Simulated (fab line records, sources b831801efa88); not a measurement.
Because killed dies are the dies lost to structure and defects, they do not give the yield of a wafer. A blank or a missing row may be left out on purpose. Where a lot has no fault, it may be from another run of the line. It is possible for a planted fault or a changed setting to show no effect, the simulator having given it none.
Code-filled problem report in 8D (eight disciplines) form	flow gf180mcu	the parts of the form that need people (team, actions taken, sign-off) are left out

== 1. PROBLEM STATEMENT ==
cathode_dc_power_W at GF_M4_SPUTTER_04 reads a mean of 5862.8 W on 3 wafers of 2 lots; wafers without a fault read 6499.9 W with a standard deviation of 1.2. That is -99 or more standard deviations from the usual mean.
The step: material TiN, target thk 50 nm, time 41.7 s.
First observed at day 24 15:49: wafer L809.4, on pvd_sputter-01. At this step, 18 wafers from 6 lots have a number in the record. The rule behind "out" and "out of limits": a value lying over 4 standard deviations away from the usual mean. All remaining wafers that have a number are taken as sound.

== 2. WHAT IT IS; WHAT IT IS NOT ==
question	is	is not
which readings at this step	cathode_dc_power_W	-
which lots	L809, L810	L813, L821, L823, L824
which wafers of those lots	L809.4, L809.6, L810.4	L809.3, L810.3, L810.6
read on which tools	pvd_sputter-01	pvd_sputter-02, pvd_sputter-04
when	from day 24 15:49	up to then (1 sound wafer); but 14 sound wafers of L810, L813, L821, L823, L824 came after

== 3. SUSPECTS, AND WHAT RULES EACH OUT ==
Counting: if a tool at a process step up to the reading ran every lot that is out, it stays a suspect. Sound lots after the first of them don't rule it out here, since some wafers of a struck lot are sound.
- cvd_w-02 at GF_V3_CVD_23 (deposits W, target thk 350 nm, time 104.9 s): kept. It ran every lot that is out, first L809 (day 24 15:05).
- cmp-01 at GF_V3_CMP_26 (polishes, stops on SiO2, t overpolish 15 s, target thk 0 nm): kept. It ran every lot that is out, first L809 (day 24 15:23).
- pvd_sputter-01 at GF_M4_SPUTTER_04 (material TiN, target thk 50 nm, time 41.7 s): kept. It ran every lot that is out, first L809 (day 24 15:49). On those wafers its own readings are out: cathode_dc_power_W.
- Within cmp-01 at GF_V3_CMP_26: the wafers that are out ran in chambers 2, 3; their sound lot-mates ran in chambers 0, 1.
cvd_w-02 at GF_V3_CVD_23, cmp-01 at GF_V3_CMP_26 and pvd_sputter-01 at GF_M4_SPUTTER_04 are what is left after counting.

== 4. THE CAUSE (what the simulator had put in) ==
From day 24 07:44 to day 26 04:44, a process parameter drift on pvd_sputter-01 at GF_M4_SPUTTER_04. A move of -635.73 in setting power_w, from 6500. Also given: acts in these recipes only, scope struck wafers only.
After counting, 3 suspects remain, this tool included.

== 5. SEQUENCE OF EFFECTS, ordered by route ==
Each row: a reading whose mean over the struck wafers that have a number lies more than 3 standard deviations from the usual. Readings are gone through only where the record gives a usual standard deviation; hours: the median, over the lots, of the time from a lot's start at the first step in this table giving one to that lot's start at this step; sigmas: the change measured in usual standard deviations.
hours	step	reading	usual	on struck wafers	change	sigmas
0	GF_M4_SPUTTER_04	cathode_dc_power_W	6499.9 W	5862.8	-637.1	-99 or more
It contains these process steps:
- GF_M4_SPUTTER_04: material TiN, target thk 50 nm, time 41.7 s.
Later measuring or inspecting steps at which every struck wafer that the step has a row for has a number for every such reading, and none has moved that far: GF_M4_RS_MEAS_05, GF_M4_THK_MEAS_06, GF_M4_CD_MEAS_14, GF_M4_OVL_MEAS_15, GF_V4_THK_MEAS_01, GF_V4_THK_MEAS_03, GF_V4_BOW_MEAS_05.

== 6. WHAT WOULD HAVE CAUGHT IT SOONER ==
In this record the first reading out of limits was taken at day 24 15:49, 8 hours after the fault began at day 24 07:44.
